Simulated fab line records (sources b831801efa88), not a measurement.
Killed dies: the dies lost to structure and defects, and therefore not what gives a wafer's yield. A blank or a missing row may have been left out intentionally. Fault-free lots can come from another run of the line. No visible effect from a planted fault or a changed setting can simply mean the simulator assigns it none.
Check of tool commonality | flow gf180mcu | 13 lots, 39 wafers sampled

== WHY THIS WAS OPENED ==
Of 13 lots, 3 have the reading NWELL_RS flagged at GF_VT_IMPLANT_RS_MEAS_47. No-fault wafers: 487.9 ohm/sq, standard deviation 1.2.
Rule: a lot is flagged in two cases, either no wafer of it has a number, or all its wafers with numbers fall more than 4 standard deviations from that mean. The other lots count as sound.

lot  | measured     | on            | NWELL_RS (ohm/sq), wafer by wafer | flag
L680 | day 7 17:20  | film-metro-02 | 488.3 487.0 487.7                 |
L681 | day 7 20:12  | film-metro-03 | 486.2 487.1 487.9                 |
L683 | day 8 09:35  | film-metro-04 | 488.1 487.8 487.7                 |
L685 | day 8 22:29  | film-metro-04 | 488.4 489.4 489.3                 |
L687 | day 9 13:10  | film-metro-02 | 488.3 489.0 489.9                 |
L688 | day 9 18:52  | film-metro-04 | 524.2 524.6 524.6                 | FLAGGED
L689 | day 10 02:49 | film-metro-02 | 488.4 487.4 487.4                 |
L690 | day 10 07:38 | film-metro-02 | 527.1 527.4 525.1                 | FLAGGED
L692 | day 10 23:55 | film-metro-02 | 526.8 526.6 526.8                 | FLAGGED
L698 | day 12 14:13 | film-metro-04 | 486.2 485.8 486.7                 |
L700 | day 13 02:50 | film-metro-04 | 485.9 486.4 486.6                 |
L701 | day 13 12:10 | film-metro-02 | 486.9 488.3 488.3                 |
L702 | day 13 20:16 | film-metro-02 | 488.8 490.3 488.3                 |
The mean of the flagged lots' numbers is 525.9 ohm/sq, +38.0 ohm/sq from the usual (+32 standard deviations).

== LOT BY LOT: THE TOOL USED ==
The record holds 2 process steps before the reading, out of a route of 602 steps. Read each cell as the tool, then ch plus the chambers that the sampled wafers visited, then the start.
lot  | flag    | GF_NWELL_IMPLANT_09            | GF_NWELL_STRIP_10
L680 |         | implanter-01 ch 0, day 3 09:47 | plasma-asher-01 ch 0,1, day 3 09:56
L681 |         | implanter-02 ch 0, day 3 13:15 | plasma-asher-02 ch 0,1, day 3 13:24
L683 |         | implanter-02 ch 0, day 3 23:44 | plasma-asher-02 ch 0,1, day 3 23:53
L685 |         | implanter-03 ch 0, day 4 10:15 | plasma-asher-02 ch 0,1, day 4 10:24
L687 |         | implanter-02 ch 0, day 4 22:29 | plasma-asher-01 ch 0,1, day 4 22:37
L688 | FLAGGED | implanter-02 ch 0, day 5 02:24 | plasma-asher-03 ch 0,1, day 5 02:33
L689 |         | implanter-03 ch 0, day 5 08:56 | plasma-asher-03 ch 0,1, day 5 09:04
L690 | FLAGGED | implanter-02 ch 0, day 5 12:44 | plasma-asher-01 ch 0,1, day 5 12:51
L692 | FLAGGED | implanter-02 ch 0, day 6 01:47 | plasma-asher-03 ch 0,1, day 6 01:54
L698 |         | implanter-01 ch 0, day 7 09:44 | plasma-asher-01 ch 0,1, day 7 09:53
L700 |         | implanter-01 ch 0, day 7 20:53 | plasma-asher-01 ch 0,1, day 7 21:02
L701 |         | implanter-01 ch 0, day 8 03:21 | plasma-asher-02 ch 0,1, day 8 03:29
L702 |         | implanter-03 ch 0, day 8 08:35 | plasma-asher-02 ch 0,1, day 8 08:43
What is done by these steps:
- GF_NWELL_IMPLANT_09
- GF_NWELL_STRIP_10: strips in O2/N2.
- GF_VT_IMPLANT_RS_MEAS_47: measures by four-point-probe.

== FLAGGED AGAINST TOTAL, ONE TOOL AT A TIME (gauges that did the reading follow at the end) ==
step                     | tool            | lots run | flagged | share of the flagged lots | sound lots run after its first flagged lot
GF_NWELL_IMPLANT_09      | implanter-01    | 4        | 0       | none                      | -
GF_NWELL_IMPLANT_09      | implanter-02    | 6        | 3       | all                       | 0
GF_NWELL_IMPLANT_09      | implanter-03    | 3        | 0       | none                      | -
GF_NWELL_STRIP_10        | plasma-asher-01 | 5        | 1       | some                      | 2 (L698,L700)
GF_NWELL_STRIP_10        | plasma-asher-02 | 5        | 0       | none                      | -
GF_NWELL_STRIP_10        | plasma-asher-03 | 3        | 2       | some                      | 1 (L689)
GF_VT_IMPLANT_RS_MEAS_47 | film-metro-02   | 7        | 2       | some                      | 2 (L701,L702)
GF_VT_IMPLANT_RS_MEAS_47 | film-metro-03   | 1        | 0       | none                      | -
GF_VT_IMPLANT_RS_MEAS_47 | film-metro-04   | 5        | 1       | some                      | 2 (L698,L700)

== WHAT IS ALLOWED BY THE TABLE ==
All flagged lots share 1 row of the table, namely implanter-02 at GF_NWELL_IMPLANT_09.
- implanter-02 at GF_NWELL_IMPLANT_09: 3 of its 6 lots flagged. It ran its last sound lot, L687, at day 4 22:29 and its first flagged lot, L688, at day 5 02:24: a fault with its onset between the two fits. Its own readings (dose-ions-cm2, faraday-current-uA) fall more than 4 standard deviations out on all wafers of the flagged lots.
Left over: one tool, implanter-02 at GF_NWELL_IMPLANT_09.

== WHAT WAS PUT IN BY THE SIMULATOR ==
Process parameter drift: implanter-02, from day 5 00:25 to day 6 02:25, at GF_NWELL_IMPLANT_09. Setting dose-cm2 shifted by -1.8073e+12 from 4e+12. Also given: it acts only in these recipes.
Struck lots among those shown: L688, L690, L692. Same finding as the rule above.
